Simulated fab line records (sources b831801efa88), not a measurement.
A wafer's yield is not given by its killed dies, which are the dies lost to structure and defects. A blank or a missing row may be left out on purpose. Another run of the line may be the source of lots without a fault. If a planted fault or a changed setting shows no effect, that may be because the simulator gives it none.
Comparing a struck lot with a sound one + flow sky130 + 33 out of 708 route steps
Sound: the wafers L529.2, L529.3, L529.5. Wafers struck: L540.1, L540.3, L540.6. The cause is given at the end.
For every step that has rows: the tool of each side, followed by ch and its chambers, followed by its first start. Under that, the readings that differ: sound wafers + struck wafers + difference of the means + sigmas: that difference in standard deviations of wafers without a fault.
alike: readings with means less than 2 such deviations apart, plus words and numbers identical on both sides. not compared: withheld readings, readings lacking a value on some wafer, bounds such as >300 that could conceal the same value, and numbers that have no deviation in the record and whose values overlap.
The two part at a step that has a row with sigmas, a row that says differs or no value, or rows on one side only. Numbers that don't overlap but have no deviation are shown without sigmas and don't part them. A reading that every wafer of one side lacks parts them only if that side has two wafers or more.

first, 4 steps without rows for these wafers: SKY_LOCAL_INTERCONNECT_SOFTBAKE_07 (time 90 s); SKY_LOCAL_INTERCONNECT_EXPOSE_08 (exposes mask LI1M, target cd 170 nm); SKY_LOCAL_INTERCONNECT_PEB_09; SKY_LOCAL_INTERCONNECT_DEVELOP_10 (develop time 60 s).
SKY_LOCAL_INTERCONNECT_CD_MEAS_11 targets a cd of 170 nm.
  sound: cd-sem-02 at day 33 08:47; struck: cd-sem-02 at day 35 21:16
  alike: cd-nm
SKY_LOCAL_INTERCONNECT_OVL_MEAS_12:
  sound: overlay-02 at day 33 08:53; struck: overlay-02 at day 35 21:23
  alike: LOCAL_INTERCONNECT_OVL
SKY_LOCAL_INTERCONNECT_ETCH_13: etches BARC in N2/H2, stops on SiO2, time 45.9 s, target depth 60 nm.
  sound on rie-metal-04 ch 0,1, day 33 08:55; struck on rie-metal-04 ch 0,1, day 35 21:25
  alike: drypump-motor-current-A, oes-product-au, throttle-valve-pct
  not compared: rf-hours-counter-h
SKY_LOCAL_INTERCONNECT_METAL_ETCH_14: etches TiN in Cl2/BCl3, stops on PSG, target depth 110 nm, time 31.4 s.
  sound on rie-metal-04 ch 0,1, day 33 08:59; struck on rie-metal-04 ch 0,1, day 35 21:29
  alike: drypump-motor-current-A, mfc-cl2-sccm, oes-product-au, throttle-valve-pct
  not compared: rf-hours-counter-h
then, 4 steps without rows for these wafers: SKY_LOCAL_INTERCONNECT_STRIP_15 (strips in O2/N2); SKY_LOCAL_INTERCONNECT_STRIP_16 (strips in post etch residue remover, time 1200 s); SKY_LOCAL_INTERCONNECT_CLEAN_17 (cleans in IPA, time 180 s); SKY_LOCAL_INTERCONNECT_CLEAN_18 (cleans in O3/DIW).
SKY_CONTACT_CVD_00: deposits Si3N4, target thk 75 nm.
  sound on pecvd-02 ch 1,2, day 33 09:38; struck on pecvd-02 ch 0, day 35 22:08
| reading                                   | sound             | struck            | difference | sigmas |
|-------------------------------------------|-------------------|-------------------|------------|--------|
| model.Si3N4_of_CONTACT_CVD_00.thk-nm (nm) | 75.53 76.08 75.78 | 35.12 36.09 35.41 | -40.26     |        |
  alike: heater-power-outer-w, heater-power-w
SKY_CONTACT_THK_MEAS_01:
  sound: film-metro-04 at day 33 09:40; struck: film-metro-03 at day 35 22:11
| reading                 | sound          | struck         | difference | sigmas |
|-------------------------|----------------|----------------|------------|--------|
| CONTACT_CVD_00_THK (nm) | 75.5 76.1 75.8 | 35.1 36.1 35.4 | -40.3      | -45    |
then, 1 step without rows for these wafers: SKY_CONTACT_HDPCVD_02 (deposits SiO2, target thk 565 nm, time 94.2 s).
SKY_CONTACT_THK_MEAS_03:
  sound: film-metro-04 at day 33 09:48; struck: film-metro-04 at day 35 22:19
  alike: CONTACT_HDPCVD_THK
then, 1 step without rows for these wafers: SKY_CONTACT_CMP_04 (polishes SiO2).
SKY_CONTACT_BOW_MEAS_05:
  sound: film-metro-04 at day 33 10:10; struck: film-metro-02 at day 35 22:40
  alike: CONTACT_BOW
then, 8 steps without rows for these wafers: SKY_CONTACT_DEHYDRATE_06 (time 60 s); SKY_CONTACT_HMDS_07 (prime time 60 s); SKY_CONTACT_COAT_08 (resist thk 60 nm); SKY_CONTACT_COAT_09 (resist thk 450 nm); SKY_CONTACT_SOFTBAKE_10 (time 90 s); SKY_CONTACT_EXPOSE_11 (exposes mask CTM1, target cd 170 nm); SKY_CONTACT_PEB_12; SKY_CONTACT_DEVELOP_13 (develop time 60 s).
SKY_CONTACT_CD_MEAS_14 targets a cd of 170 nm.
  sound: cd-sem-01 at day 34 13:42; struck: cd-sem-01 at day 37 00:44
  alike: cd-nm
SKY_CONTACT_OVL_MEAS_15:
  sound: overlay-02 at day 34 13:48; struck: overlay-02 at day 37 00:51
  alike: CONTACT_OVL
SKY_CONTACT_ETCH_16: etches BARC in N2/H2, stops on SiO2, time 45.9 s, target depth 60 nm.
  sound on rie-diel-02 ch 1,2, day 34 13:50; struck on rie-diel-02 ch 0,1, day 37 00:53
  alike: drypump-motor-current-A, oes-product-au, throttle-valve-pct
  not compared: rf-hours-counter-h
SKY_CONTACT_ETCH_17: etches SiO2 in C4F8/O2/Ar, stops on Si3N4, target depth 340 nm.
  sound on rie-diel-02 ch 1,2, day 34 13:53; struck on rie-diel-02 ch 0,1, day 37 00:56
  alike: oes-product-au
SKY_CONTACT_ETCH_18: etches Si3N4 in CHF3/O2, stops on TiN, time 39 s, target depth 75 nm.
  sound on rie-diel-02 ch 1,2; struck on rie-diel-02 ch 0,1
| reading                  | sound             | struck            | difference | sigmas |
|--------------------------|-------------------|-------------------|------------|--------|
| oes-product-au (a.u.)    | 0.858 0.865 0.863 | 0.590 0.604 0.600 | -0.264     | -35    |
| throttle-valve-pct (%)   | 8.808 8.801 8.808 | 8.743 8.715 8.724 | -0.078     | -8     |
| model.etch.depth-nm (nm) | 75.53 76.08 75.78 | 35.12 36.09 35.41 | -40.26     |        |
  alike: chf3-flow-sccm, drypump-motor-current-A
  not compared: rf-hours-counter-h
SKY_CONTACT_STRIP_19: strips in O2/N2.
  sound on plasma-asher-01 ch 0,1, day 34 13:58; struck on plasma-asher-01 ch 0,1, day 37 01:01
  alike: drypump-motor-current-A, oes-product-au, strip-time-to-endpoint-s
  not compared: rf-hours-counter-h
next, for these wafers, 1 step has no rows: SKY_PAD_OPEN_PROBE_99.

## WHERE THEY PART
Last at SKY_CONTACT_ETCH_18 as far as this record goes, first at SKY_CONTACT_THK_MEAS_01. Later steps at which nothing parts them and some readings are alike: SKY_CONTACT_STRIP_19.

WHY: the cause the simulator had injected
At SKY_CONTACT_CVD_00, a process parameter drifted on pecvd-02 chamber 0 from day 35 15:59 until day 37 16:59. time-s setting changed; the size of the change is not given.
